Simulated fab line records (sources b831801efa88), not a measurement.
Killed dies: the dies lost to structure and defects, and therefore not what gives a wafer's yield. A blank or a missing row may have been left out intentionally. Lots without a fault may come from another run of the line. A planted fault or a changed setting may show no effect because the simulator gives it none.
Which tool is to blame? | flow gf180mcu | 39 wafers from 13 lots sampled at 5 of the route's 602 steps

WHAT THE GAUGES SHOWED, per wafer
GF_HV_LDD_TW_MEAS_23.
lot  | measured     | on           | HV_LDD_2_TW
L988 | day 11 01:14 | filmMetro-03 | 1031 1029 1024
L989 | day 11 05:46 | filmMetro-01 | 1063 1065 1065
L990 | day 11 13:04 | filmMetro-01 | 1064 1066 1068
L991 | day 12 04:33 | filmMetro-03 | 1026 1028 1019
L992 | day 12 11:33 | filmMetro-02 | 1057 1061 1059
L996 | day 13 12:11 | filmMetro-01 | 1062 1066 1058
L995 | day 13 12:30 | filmMetro-03 | 1032 1032 1027
L997 | day 13 23:35 | filmMetro-02 | 1062 1060 1060
L999 | day 14 15:48 | filmMetro-02 | 1062 1060 1055
L100 | day 14 23:28 | filmMetro-03 | 1033 1024 1037
L103 | day 15 22:20 | filmMetro-03 | 1027 1025 1019
L105 | day 16 15:58 | filmMetro-01 | 1067 1064 1062
L107 | day 17 07:59 | filmMetro-02 | 1055 1061 1067

GF_HV_LDD_CD_MEAS_31 targets a cd of 400 nm.
lot  | measured     | on       | cdNm (nm)
L988 | day 11 20:30 | cdSem-01 | 399.4 400.4 400.0
L989 | day 12 01:01 | cdSem-01 | 399.9 399.4 400.0
L990 | day 12 08:05 | cdSem-02 | 399.5 398.8 399.5
L991 | day 13 00:30 | cdSem-01 | 397.7 400.2 398.4
L992 | day 13 07:33 | cdSem-01 | 400.4 398.7 400.0
L996 | day 14 09:22 | cdSem-01 | 399.4 397.8 400.9
L995 | day 14 09:57 | cdSem-01 | 401.6 400.3 400.0
L997 | day 14 20:56 | cdSem-01 | 400.1 398.3 397.8
L999 | day 15 12:33 | cdSem-01 | 397.3 397.0 397.2
L100 | day 15 21:18 | cdSem-01 | 402.6 400.7 403.1
L103 | day 16 20:56 | cdSem-01 | 399.8 398.4 400.3
L105 | day 17 15:06 | cdSem-02 | 401.9 400.1 404.1
L107 | day 18 07:51 | cdSem-02 | 403.8 405.3 402.4

GF_HV_LDD_TW_MEAS_50.
lot  | measured     | on           | HV_LDD_4_TW
L988 | day 12 17:43 | filmMetro-01 | 575 573 574
L989 | day 12 22:57 | filmMetro-03 | 557 553 556
L990 | day 13 04:26 | filmMetro-03 | 556 557 556
L991 | day 13 22:40 | filmMetro-01 | 573 574 576
L992 | day 14 04:41 | filmMetro-01 | 574 574 572
L996 | day 15 10:11 | filmMetro-02 | 572 568 571
L995 | day 15 11:13 | filmMetro-02 | 567 567 568
L997 | day 15 19:31 | filmMetro-01 | 573 567 570
L999 | day 16 12:08 | filmMetro-03 | 555 559 556
L100 | day 16 21:02 | filmMetro-02 | 569 572 573
L103 | day 17 21:43 | filmMetro-03 | 553 555 555
L105 | day 18 16:13 | filmMetro-01 | 703 705 705
L107 | day 19 08:21 | filmMetro-03 | 680 680 683

EACH LOT AND THE TOOL THAT RAN IT (in order: tool; ch and the chambers of the sampled wafers; start)
lot  | GF_HV_LDD_IMPLANT_48            | GF_HV_LDD_STRIP_49
L988 | implanter-02 ch 0, day 12 17:28 | plasmaAsher-03 ch 0,1, day 12 17:37
L989 | implanter-01 ch 0, day 12 22:43 | plasmaAsher-02 ch 0,1, day 12 22:50
L990 | implanter-02 ch 0, day 13 04:11 | plasmaAsher-03 ch 0,1, day 13 04:20
L991 | implanter-01 ch 0, day 13 22:25 | plasmaAsher-03 ch 0, day 13 22:34
L992 | implanter-01 ch 0, day 14 04:26 | plasmaAsher-03 ch 0,1, day 14 04:35
L996 | implanter-04 ch 0, day 15 09:56 | plasmaAsher-02 ch 0,1, day 15 10:05
L995 | implanter-04 ch 0, day 15 10:59 | plasmaAsher-01 ch 0,1, day 15 11:07
L997 | implanter-04 ch 0, day 15 19:17 | plasmaAsher-02 ch 0,1, day 15 19:25
L999 | implanter-01 ch 0, day 16 11:53 | plasmaAsher-02 ch 0,1, day 16 12:02
L100 | implanter-04 ch 0, day 16 20:47 | plasmaAsher-01 ch 1, day 16 20:56
L103 | implanter-02 ch 0, day 17 21:28 | plasmaAsher-03 ch 0,1, day 17 21:37
L105 | implanter-02 ch 0, day 18 15:59 | plasmaAsher-02 ch 0, day 18 16:06
L107 | implanter-02 ch 0, day 19 08:06 | plasmaAsher-01 ch 0, day 19 08:15
- GF_HV_LDD_IMPLANT_48
- GF_HV_LDD_STRIP_49: strips in O2/N2.

AS READ BY THE TOOLS THEMSELVES (means over the sampled wafers that have a number; for cases with no such wafer, the mark the record gives instead)
GF_HV_LDD_IMPLANT_48.
lot  | tool         | doseIonsCm2 | faradayCurrentUA
L988 | implanter-02 | 3e+13       | 170
L989 | implanter-01 | 3e+13       | 166
L990 | implanter-02 | 3e+13       | 170
L991 | implanter-01 | 3e+13       | 169
L992 | implanter-01 | 3e+13       | 172
L996 | implanter-04 | 3e+13       | 168
L995 | implanter-04 | 3e+13       | 172
L997 | implanter-04 | 3e+13       | 170
L999 | implanter-01 | 3e+13       | 168
L100 | implanter-04 | 3e+13       | 169
L103 | implanter-02 | 3e+13       | 168
L105 | implanter-02 | 6e+13       | 321
L107 | implanter-02 | 6e+13       | 317

GF_HV_LDD_STRIP_49.
lot  | tool           | drypumpMotorCurrentA (A) | heaterPowerW (W) | oesProductAu (a.u.) | stripTimeToEndpointS (s)
L988 | plasmaAsher-03 | 6.1                      | 284              | 0.716               | 12.66
L989 | plasmaAsher-02 | 6.0                      | 335              | 0.716               | 12.60
L990 | plasmaAsher-03 | 6.3                      | 283              | 0.715               | 12.63
L991 | plasmaAsher-03 | 5.8                      | 289              | 0.722               | 12.60
L992 | plasmaAsher-03 | 6.0                      | 284              | 0.718               | 12.56
L996 | plasmaAsher-02 | 5.9                      | 382              | 0.712               | 12.56
L995 | plasmaAsher-01 | 5.4                      | 327              | 0.712               | 12.58
L997 | plasmaAsher-02 | 6.0                      | 344              | 0.716               | 12.61
L999 | plasmaAsher-02 | 6.1                      | 342              | 0.720               | 12.54
L100 | plasmaAsher-01 | 5.7                      | 339              | 0.715               | 12.61
L103 | plasmaAsher-03 | 6.0                      | 288              | 0.722               | 12.52
L105 | plasmaAsher-02 | 5.7                      | 426              | 0.715               | 12.54
L107 | plasmaAsher-01 | 5.2                      | 318              | 0.719               | 12.58

THE ANSWER, worked out from the rows above alone
Rule: usual is defined by the lots themselves. Put in order of their means at a reading, lots are off if they are a third of the lots or fewer, leave a main group of 4 or more, and stand apart from it by a gap of 3 or more times the standard deviation of the main group's means; of several such gaps the widest counts. If all means in a main group match to the digits the tables above print for the reading, that group is not used. A lot without any number at a reading at which 4 lots or more have one is off too. Any other lot the step has rows for is counted as sound. First the gauges in route order, then the tools' own readings, where a lot's mean is used as printed above. The first step at which some lot is off is used, and at that step the reading that is off furthest; a lot without a number counts as furthest.
Off: L105, L107, at GF_HV_LDD_TW_MEAS_50 (HV_LDD_4_TW). The main group: mean 566, standard deviation 7.9.
If a tool, at a process step before that reading, ran all the lots that are off and no sound lot after the first of them, it fits. The gauges at GF_HV_LDD_TW_MEAS_50 aren't tried: what is off there is off at GF_HV_LDD_IMPLANT_48 too, on other tools, and a gauge's error can't cause that. One fits: implanter-02 at GF_HV_LDD_IMPLANT_48. A fault onset in the window from L103 (day 17 21:28, its last sound lot) to L105 (day 18 15:59, its first lot off) fits.
The tool's own readings at GF_HV_LDD_IMPLANT_48 bear it out: on the lots that are off they differ by more than 5 times the standard deviation of the sound lots' means. doseIonsCm2 reads 6e+13 there against 3e+13 on the sound lots; faradayCurrentUA reads 319 there against 169 on the sound lots.

WHAT WAS PUT IN BY THE SIMULATOR
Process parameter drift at GF_HV_LDD_IMPLANT_48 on implanter-02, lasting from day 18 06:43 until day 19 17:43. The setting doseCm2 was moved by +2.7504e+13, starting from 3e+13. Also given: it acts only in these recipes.
Shown lots that were struck: L105, L107. Same finding as the rule above.
